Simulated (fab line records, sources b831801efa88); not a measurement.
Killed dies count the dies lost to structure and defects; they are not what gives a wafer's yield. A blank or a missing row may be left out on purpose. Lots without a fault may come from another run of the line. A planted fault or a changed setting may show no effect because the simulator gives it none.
Chamber matching :: flow sky130 :: SKY_POLY_GATE_ETCH_16 on rie diel-03 has 4 sister chambers
The step etches Si3N4 in CH3F/O2, stops on poly-Si, time 147.5 s, target depth 75 nm. 18 wafers are shown with their chamber, then 9 later ones without.

WAFERS, EACH WITH ITS CHAMBER
wafer: L079.1
chamber: 1
drypump motor current A (A): 4.7
oes product au (a.u.): 0.641
ch3f flow sccm (sccm): 40.07

wafer: L079.4
chamber: 2
drypump motor current A (A): 5.9
oes product au (a.u.): 0.650
ch3f flow sccm (sccm): 40.18

wafer: L079.5
chamber: 1
drypump motor current A (A): 4.7
oes product au (a.u.): 0.640
ch3f flow sccm (sccm): 40.02

wafer: L081.1
chamber: 1
drypump motor current A (A): 4.7
oes product au (a.u.): 0.645
ch3f flow sccm (sccm): 40.03

wafer: L081.2
chamber: 2
drypump motor current A (A): 6.0
oes product au (a.u.): 0.644
ch3f flow sccm (sccm): 39.80

wafer: L081.3
chamber: 3
drypump motor current A (A): 5.9
oes product au (a.u.): 0.633
ch3f flow sccm (sccm): 40.04

wafer: L081.4
chamber: 0
drypump motor current A (A): 5.1
oes product au (a.u.): 0.642
ch3f flow sccm (sccm): 39.81

wafer: L081.5
chamber: 3
drypump motor current A (A): 5.8
oes product au (a.u.): 0.639
ch3f flow sccm (sccm): 39.95

wafer: L081.6
chamber: 2
drypump motor current A (A): 5.9
oes product au (a.u.): 0.629
ch3f flow sccm (sccm): 40.03

wafer: L083.1
chamber: 2
drypump motor current A (A): 5.9
oes product au (a.u.): 0.641
ch3f flow sccm (sccm): 40.06

wafer: L083.2
chamber: 3
drypump motor current A (A): 5.8
oes product au (a.u.): 0.626
ch3f flow sccm (sccm): 39.96

wafer: L083.3
chamber: 1
drypump motor current A (A): 4.7
oes product au (a.u.): 0.640
ch3f flow sccm (sccm): 40.03

wafer: L083.4
chamber: 0
drypump motor current A (A): 5.1
oes product au (a.u.): 0.630
ch3f flow sccm (sccm): 40.11

wafer: L083.5
chamber: 0
drypump motor current A (A): 5.1
oes product au (a.u.): 0.637
ch3f flow sccm (sccm): 40.09

wafer: L083.6
chamber: 1
drypump motor current A (A): 4.8
oes product au (a.u.): 0.646
ch3f flow sccm (sccm): 40.13

wafer: L091.1
chamber: 3
drypump motor current A (A): 5.8
oes product au (a.u.): 0.641
ch3f flow sccm (sccm): 39.75

wafer: L091.5
chamber: 1
drypump motor current A (A): 4.8
oes product au (a.u.): 0.646
ch3f flow sccm (sccm): 39.85

wafer: L091.6
chamber: 0
drypump motor current A (A): 5.1
oes product au (a.u.): 0.638
ch3f flow sccm (sccm): 40.04

SIGNATURES (means of the wafers above)
reading: drypump motor current A
chamber 0: 5.100
chamber 1: 4.733
chamber 2: 5.925
chamber 3: 5.825
scatter within a chamber: 0.045

reading: oes product au
chamber 0: 0.63675
chamber 1: 0.64300
chamber 2: 0.64100
chamber 3: 0.63475
scatter within a chamber: 0.00591

reading: ch3f flow sccm
chamber 0: 40.0125
chamber 1: 40.0217
chamber 2: 40.0175
chamber 3: 39.9250
scatter within a chamber: 0.126
Rule: for a wafer and a chamber, the distance is found by dividing, reading by reading, the gap between the wafer's reading and the chamber's mean by the reading's scatter, squaring, summing and taking the root. The wafer belongs to the nearest chamber; if the next one is less than 2 further off, it can't be placed. How the scatter is found: for the shown wafers, subtract from each reading the mean of its chamber, square and add these, divide the total by (wafers less chambers), then take the root.

WAFERS WITH NO CHAMBER GIVEN
wafer: L093.2
drypump motor current A (A): 5.9
oes product au (a.u.): 0.643
ch3f flow sccm (sccm): 39.97

wafer: L093.3
drypump motor current A (A): 5.1
oes product au (a.u.): 0.638
ch3f flow sccm (sccm): 40.15

wafer: L093.5
drypump motor current A (A): 5.8
oes product au (a.u.): 0.634
ch3f flow sccm (sccm): 39.98

wafer: L094.1
drypump motor current A (A): 5.9
oes product au (a.u.): 0.637
ch3f flow sccm (sccm): 40.04

wafer: L094.3
drypump motor current A (A): 5.1
oes product au (a.u.): 0.644
ch3f flow sccm (sccm): 39.97

wafer: L094.6
drypump motor current A (A): 5.9
oes product au (a.u.): 0.645
ch3f flow sccm (sccm): 40.12

wafer: L097.1
drypump motor current A (A): 5.1
oes product au (a.u.): 0.641
ch3f flow sccm (sccm): 39.92

wafer: L097.3
drypump motor current A (A): 4.7
oes product au (a.u.): 0.642
ch3f flow sccm (sccm): 40.07

wafer: L097.5
drypump motor current A (A): 5.1
oes product au (a.u.): 0.636
ch3f flow sccm (sccm): 40.07

WHICH CHAMBER EACH ONE RAN IN
wafer: L093.2
from the rows above: can't be placed: 2 or 3
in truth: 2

wafer: L093.3
from the rows above: 0
in truth: 0

wafer: L093.5
from the rows above: 3
in truth: 3

wafer: L094.1
from the rows above: can't be placed: 2 or 3
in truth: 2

wafer: L094.3
from the rows above: 0
in truth: 0

wafer: L094.6
from the rows above: can't be placed: 2 or 3
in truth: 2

wafer: L097.1
from the rows above: 0
in truth: 0

wafer: L097.3
from the rows above: 1
in truth: 1

wafer: L097.5
from the rows above: 0
in truth: 0
Correctly placed: 6 of 9. These rows do not allow placing 3 (true chamber among the candidates in 3). 0 placed wrongly.
